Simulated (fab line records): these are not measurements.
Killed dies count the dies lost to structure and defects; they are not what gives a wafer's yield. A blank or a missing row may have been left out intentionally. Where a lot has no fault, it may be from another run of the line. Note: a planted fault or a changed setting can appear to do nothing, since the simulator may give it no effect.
The same fault as seen by 2 desks + flow sky130 + each desk has only its own numbers; what lay behind them comes last

THE TOOL OWNER'S DESK: lpcvd-02
The tool's own readings at SKY_SONOS_ONO_CVD_02 (deposits Si3N4 from DCS/NH3, target thk 10.5 nm, time 180 s): means of the sampled wafers that have a number, for each lot that ran on this tool. If a lot's mean is further than 4 standard deviations from the usual mean, the lot is out of limits and carries the mark OUT (the distance appears in the brackets).
Columns: A = zone_power_top_pct at SKY_SONOS_ONO_CVD_02, usual 24.3 %
| lot  | first seen here | A    |
|------|-----------------|------|
| L718 | day 11 12:26    | 23.5 |
| L719 | day 11 19:37    | 25.0 |
| L722 | day 12 18:25    | 24.9 |
| L723 | day 13 05:17    | 23.5 |
| L730 | day 16 00:08    | 25.0 |
| L731 | day 16 00:08    | 24.5 |
| L732 | day 16 19:51    | 23.4 |
| L733 | day 16 23:32    | 24.7 |
| L734 | day 16 23:32    | 24.8 |
| L735 | day 17 09:20    | 24.6 |
| L736 | day 17 21:55    | 24.8 |
| L739 | day 18 15:07    | 23.6 |
| L738 | day 18 19:19    | 24.8 |
| L740 | day 18 22:08    | 23.4 |
This desk's verdict: no lot among the 14 shows anything out of limits.

AT THE METROLOGY DESK
What the gauges read for every lot (on any tool): the sampled wafers with a number, averaged. If a lot's mean is further than 4 standard deviations from the usual mean, the lot is out of limits and carries the mark OUT (the distance appears in the brackets).
Columns: A = NWELL_00_OVL at SKY_NWELL_OVL_MEAS_10, usual -0.1 nm; B = SONOS_ONO_CVD_02_THK at SKY_SONOS_ONO_THK_MEAS_03, usual 10.46 nm; C = SONOS_ONO_OVL at SKY_SONOS_ONO_OVL_MEAS_14, usual 0.2 nm; D = GATE_OXIDE_OXIDATION_00_THK at SKY_GATE_OXIDE_THK_MEAS_02, usual 10.12 nm
| lot  | first seen here | A    | B               | C    | D     |
|------|-----------------|------|-----------------|------|-------|
| L718 | day 4 14:47     | 0.6  | 10.57           | 1.3  | 10.11 |
| L719 | day 4 21:23     | 1.0  | 10.60           | -0.0 | 10.03 |
| L722 | day 5 13:32     | 0.6  | 13.73 (+30) OUT | -0.3 | 10.37 |
| L723 | day 5 18:32     | 1.0  | 13.80 (+30) OUT | -1.0 | 9.95  |
| L730 | day 7 14:36     | 1.8  | 10.48           | 2.3  | 9.99  |
| L731 | day 7 22:42     | 0.4  | 10.61           | -0.1 | 10.09 |
| L732 | day 8 06:05     | -0.6 | 10.41           | 0.3  | 10.22 |
| L733 | day 8 12:11     | 0.0  | 10.51           | -0.1 | 10.06 |
| L734 | day 8 12:26     | -0.8 | 10.32           | 0.8  | 10.05 |
| L735 | day 8 17:13     | -0.5 | 10.42           | 0.3  | 10.24 |
| L736 | day 9 06:26     | -0.6 | 10.41           | -0.1 | 10.10 |
| L739 | day 9 21:20     | -1.0 | 10.53           | -0.3 | 10.00 |
| L738 | day 9 21:54     | -1.7 | 10.56           | 0.1  | 10.09 |
| L740 | day 10 01:00    | -0.9 | 10.55           | 0.6  | 9.87  |
This desk finds L722, L723 out of limits, with the earliest case on L722 at day 12 20:00 (SONOS_ONO_CVD_02_THK at SKY_SONOS_ONO_THK_MEAS_03). L718, L719, L730, L731, L732, L733, L734, L735, L736, L739, L738, L740: within limits.

ALL TOGETHER
On L722, L723, the metrology desk was in a position to raise an alarm at day 12 20:00.
The tool owner's desk saw nothing out of limits.
Tool owner's desk: L722, L723 on record, inside its limits.
All the named lots went through SKY_SONOS_ONO_CVD_02 on lpcvd-02.

WHAT THE SIMULATOR HAD PUT IN
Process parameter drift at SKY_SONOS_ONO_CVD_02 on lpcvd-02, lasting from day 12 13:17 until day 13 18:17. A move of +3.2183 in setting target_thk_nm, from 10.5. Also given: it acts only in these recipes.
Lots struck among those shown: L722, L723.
Hours from the fault's start to each desk's first reading out of limits: the metrology desk, 7.
